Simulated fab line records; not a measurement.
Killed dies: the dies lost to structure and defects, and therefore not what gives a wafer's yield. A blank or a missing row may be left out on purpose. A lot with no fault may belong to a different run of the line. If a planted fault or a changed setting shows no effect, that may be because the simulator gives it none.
Which tool was responsible? | flow gf180mcu | 10 lots with 30 wafers sampled at 4 steps, on a route of 602 steps

== WHAT THE GAUGES SHOWED, per wafer ==
GF_VT_IMPLANT_TW_MEAS_21.
lot  | measured     | on            | VT_IMPLANT_2_TW
L897 | day 7 02:31  | film metro-01 | 30 30 30
L898 | day 7 07:28  | film metro-01 | 30 30 31
L899 | day 7 12:34  | film metro-02 | 30 30 30
L900 | day 7 16:57  | film metro-02 | 1235 1230 1235
L908 | day 10 03:34 | film metro-01 | 1224 1233 1229
L909 | day 10 05:01 | film metro-03 | 1230 1224 1220
L912 | day 11 08:27 | film metro-03 | 1219 1222 1223
L913 | day 11 19:42 | film metro-01 | 1220 1221 1223
L915 | day 11 21:07 | film metro-01 | 1221 1221 1231
L916 | day 12 11:51 | film metro-03 | 1224 1226 1226

== EACH LOT AND THE TOOL THAT RAN IT (in order: tool; ch and the chambers of the sampled wafers; start) ==
lot  | GF_STI_ETCH_13                    | GF_VT_IMPLANT_STRIP_09               | GF_VT_IMPLANT_STRIP_20
L897 | rie diel-03 ch 0,1,3, day 2 19:27 | plasma asher-01 ch 0,1, day 6 11:07  | plasma asher-03 ch 1, day 7 02:25
L898 | rie diel-02 ch 0,1,3, day 2 22:23 | plasma asher-04 ch 0,1, day 6 15:46  | plasma asher-01 ch 0,1, day 7 07:21
L899 | rie diel-02 ch 0,1, day 3 03:30   | plasma asher-01 ch 0,1, day 6 20:38  | plasma asher-03 ch 0,1, day 7 12:29
L900 | rie diel-03 ch 0,1, day 3 07:41   | plasma asher-01 ch 0,1, day 7 01:10  | plasma asher-03 ch 0,1, day 7 16:51
L908 | rie diel-02 ch 1,2,3, day 5 01:44 | plasma asher-01 ch 0,1, day 9 04:06  | plasma asher-04 ch 0,1, day 10 03:27
L909 | rie diel-02 ch 0,2, day 5 06:35   | plasma asher-04 ch 0,1, day 9 10:12  | plasma asher-01 ch 0,1, day 10 04:55
L912 | rie diel-04 ch 2,3, day 5 21:53   | plasma asher-03 ch 0,1, day 10 13:40 | plasma asher-03 ch 0,1, day 11 08:21
L913 | rie diel-03 ch 0,3, day 6 02:38   | plasma asher-04 ch 0,1, day 11 01:43 | plasma asher-01 ch 0,1, day 11 19:36
L915 | rie diel-04 ch 0,1,2, day 6 16:23 | plasma asher-04 ch 0,1, day 11 02:10 | plasma asher-01 ch 0,1, day 11 21:01
L916 | rie diel-04 ch 0,1,3, day 6 22:26 | plasma asher-03 ch 0,1, day 11 16:12 | plasma asher-01 ch 0,1, day 12 11:45
- GF_STI_ETCH_13: etches the open film in CHF3/O2, stops on Si, target depth 282.31 nm, time 111.3 s.
- GF_VT_IMPLANT_STRIP_09: strips in O2/N2.
- GF_VT_IMPLANT_STRIP_20: strips in O2/N2.

== THE ANSWER, worked out from the rows above alone ==
Rule: the lots themselves supply what counts as usual. The widest of any qualifying gaps counts: lots, ordered by their means at a reading, are off when they make up no more than a third of the lots, leave a main group of 4 or more, and stand apart from it by 3 or more times the standard deviation of that group's means. A main group is skipped when, at the precision printed for the reading in the tables above, its means are all equal. A lot without any number at a reading at which 4 lots or more have one is off too. All remaining lots with rows at the step are treated as sound.
Off: L897, L898, L899, seen at GF_VT_IMPLANT_TW_MEAS_21 (VT_IMPLANT_2_TW). The main group has a mean of 1226 with a standard deviation of 3.9.
A tool fits if, at a process step before that reading, it ran every lot that is off, and no sound lot after the first of them. Those tools and the gauges at GF_VT_IMPLANT_TW_MEAS_21 are tried in the same way. No candidate that was tried fits.

== WHAT THE SIMULATOR HAD INSERTED ==
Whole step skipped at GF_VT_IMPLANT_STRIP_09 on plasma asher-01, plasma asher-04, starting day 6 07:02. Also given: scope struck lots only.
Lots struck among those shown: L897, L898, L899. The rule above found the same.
